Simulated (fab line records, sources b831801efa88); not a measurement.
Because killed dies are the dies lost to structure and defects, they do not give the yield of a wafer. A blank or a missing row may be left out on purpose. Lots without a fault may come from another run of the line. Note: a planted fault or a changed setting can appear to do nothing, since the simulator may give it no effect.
Problem report in the 8D (eight disciplines) form, filled by code | flow sky130 | the parts of the form that need people (team, actions taken, sign-off) are left out

1. PROBLEM STATEMENT
oes-product-au at SKY_FIELD_ISO_ETCH_17 reads a mean of 0.896 a.u. on 6 wafers of 2 lots; wafers without a fault read 0.999 a.u. with a standard deviation of 0.011. That is -9.4 standard deviations from the usual mean.
The step: etches Si in HBr/Cl2/O2, target depth 342 nm, time 97.7 s.
First seen on wafer L203.2, day 6 05:25, on rie-si-02. Wafers with a number at this step in the record: 18, from 6 lots. By rule, "out" or "out of limits" means more than 4 standard deviations away from the usual mean. Any other wafer with a number is counted as sound.

2. WHAT THIS IS AND IS NOT
question                    | is                                 | is not
which readings at this step | oes-product-au, throttle-valve-pct | drypump-motor-current-A, rf-fwd-power-W
which lots                  | L203, L204                         | L190, L193, L205, L206
which wafers of those lots  | all that have a number             | -
read on which tools         | rie-si-02                          | rie-si-01
when                        | from day 6 05:25                   | up to then (6 sound wafers); but 6 sound wafers of L205, L206 came after

3. WHAT RULES OUT EACH SUSPECT
Counting: any tool at a process step up to the reading is kept as a suspect provided that every lot that is out went through it and no sound lot did after the first of them.
- rie-si-02 at SKY_FIELD_ISO_ETCH_17 (etches Si in HBr/Cl2/O2, target depth 342 nm, time 97.7 s): kept. Every lot that is out went through it, starting with L203 (day 6 05:25), and after that it ran no sound lot; the last sound lot it ran before then is L193 (day 3 22:35). Its own oes-product-au, throttle-valve-pct readings are out on those wafers.
Remaining after the count: rie-si-02 at SKY_FIELD_ISO_ETCH_17.

4. THE CAUSE (what the simulator had put in)
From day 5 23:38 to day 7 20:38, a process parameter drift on rie-si-02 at SKY_FIELD_ISO_ETCH_17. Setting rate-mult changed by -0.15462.
The count eliminated every tool but this one.

5. THE EFFECT CHAIN, in route order
One row per reading whose mean, taken over the struck wafers that have a number, lies over 3 standard deviations from the usual. Readings are gone through only where the record gives a usual standard deviation; hours: the median, over the lots, of the time from a lot's start at the first step in this table giving one to that lot's start at this step; sigmas: the change measured in usual standard deviations.
hours | step                  | reading            | usual      | on struck wafers | change | sigmas
0     | SKY_FIELD_ISO_ETCH_17 | oes-product-au     | 0.999 a.u. | 0.896            | -0.103 | -9.4
0     | SKY_FIELD_ISO_ETCH_17 | throttle-valve-pct | 25.659 %   | 25.729           | +0.070 | +7.0
Here are the process steps it includes:
- SKY_FIELD_ISO_ETCH_17: etches Si in HBr/Cl2/O2, target depth 342 nm, time 97.7 s.

6. WHAT WOULD HAVE CAUGHT IT SOONER
First out-of-limits reading in this record: day 6 05:25, which is 6 hours after fault onset at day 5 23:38.
